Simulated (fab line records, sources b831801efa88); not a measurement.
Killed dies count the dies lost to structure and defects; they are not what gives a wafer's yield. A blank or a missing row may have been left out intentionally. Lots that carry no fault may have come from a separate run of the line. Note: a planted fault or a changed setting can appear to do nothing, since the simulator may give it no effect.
Matching of chambers || flow sky130 || 3 sister chambers for SKY_VIA3_HDPCVD_00 on hdpcvd-01
The step deposits SiO2, target thk 1635 nm, time 272.5 s. 20 wafers are shown with their chamber, then 9 later ones without.

## WAFERS, EACH WITH ITS CHAMBER
{"wafer": "L235.1", "chamber": 1, "runLengthS (s)": 300.0}
{"wafer": "L235.4", "chamber": 0, "runLengthS (s)": 300.3}
{"wafer": "L235.6", "chamber": 2, "runLengthS (s)": 300.7}
{"wafer": "L236.1", "chamber": 0, "runLengthS (s)": 299.3}
{"wafer": "L236.2", "chamber": 1, "runLengthS (s)": 300.8}
{"wafer": "L236.6", "chamber": 1, "runLengthS (s)": 300.7}
{"wafer": "L238.3", "chamber": 1, "runLengthS (s)": 299.9}
{"wafer": "L238.4", "chamber": 2, "runLengthS (s)": 300.5}
{"wafer": "L249.2", "chamber": 0, "runLengthS (s)": 299.5}
{"wafer": "L249.3", "chamber": 2, "runLengthS (s)": 301.1}
{"wafer": "L249.6", "chamber": 2, "runLengthS (s)": 300.6}
{"wafer": "L250.2", "chamber": 2, "runLengthS (s)": 300.6}
{"wafer": "L250.5", "chamber": 2, "runLengthS (s)": 300.6}
{"wafer": "L250.6", "chamber": 0, "runLengthS (s)": 299.4}
{"wafer": "L254.2", "chamber": 1, "runLengthS (s)": 300.0}
{"wafer": "L254.5", "chamber": 2, "runLengthS (s)": 300.8}
{"wafer": "L254.6", "chamber": 0, "runLengthS (s)": 299.9}
{"wafer": "L255.2", "chamber": 0, "runLengthS (s)": 299.5}
{"wafer": "L255.3", "chamber": 2, "runLengthS (s)": 300.6}
{"wafer": "L255.4", "chamber": 2, "runLengthS (s)": 300.6}

SIGNATURES, as means of the wafers listed above
{"reading": "runLengthS", "chamber 0": 299.650, "chamber 1": 300.280, "chamber 2": 300.678, "scatter within a chamber": 0.318}
Rule: distance of a wafer from a chamber = root of the sum over the readings of ((wafer's reading minus chamber's mean) / reading's scatter) squared. The wafer belongs to the nearest chamber; if the next one is less than 2 further off, it can't be placed. How the scatter is found: for the shown wafers, subtract from each reading the mean of its chamber, square and add these, divide the total by (wafers less chambers), then take the root.

## WAFERS WITH NO CHAMBER GIVEN
{"wafer": "L256.4", "runLengthS (s)": 300.5}
{"wafer": "L256.5", "runLengthS (s)": 300.2}
{"wafer": "L256.6", "runLengthS (s)": 300.2}
{"wafer": "L257.1", "runLengthS (s)": 300.0}
{"wafer": "L257.3", "runLengthS (s)": 300.4}
{"wafer": "L257.5", "runLengthS (s)": 300.0}
{"wafer": "L258.1", "runLengthS (s)": 300.7}
{"wafer": "L258.2", "runLengthS (s)": 300.2}
{"wafer": "L258.5", "runLengthS (s)": 300.5}

## WHICH CHAMBER EACH ONE RAN IN
{"wafer": "L256.4", "from the rows above": "can't be placed: 2 or 1", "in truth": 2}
{"wafer": "L256.5", "from the rows above": "can't be placed: 1 or 2 or 0", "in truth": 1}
{"wafer": "L256.6", "from the rows above": "can't be placed: 1 or 2 or 0", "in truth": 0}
{"wafer": "L257.1", "from the rows above": "can't be placed: 1 or 0 or 2", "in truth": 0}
{"wafer": "L257.3", "from the rows above": "can't be placed: 1 or 2 or 0", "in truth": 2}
{"wafer": "L257.5", "from the rows above": "can't be placed: 1 or 0 or 2", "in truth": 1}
{"wafer": "L258.1", "from the rows above": "can't be placed: 2 or 1", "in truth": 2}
{"wafer": "L258.2", "from the rows above": "can't be placed: 1 or 2 or 0", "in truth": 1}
{"wafer": "L258.5", "from the rows above": "can't be placed: 2 or 1", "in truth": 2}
Correct placement for 0 of the 9. These rows do not allow placing 9 (true chamber among the candidates in 9). 0 placed wrongly.
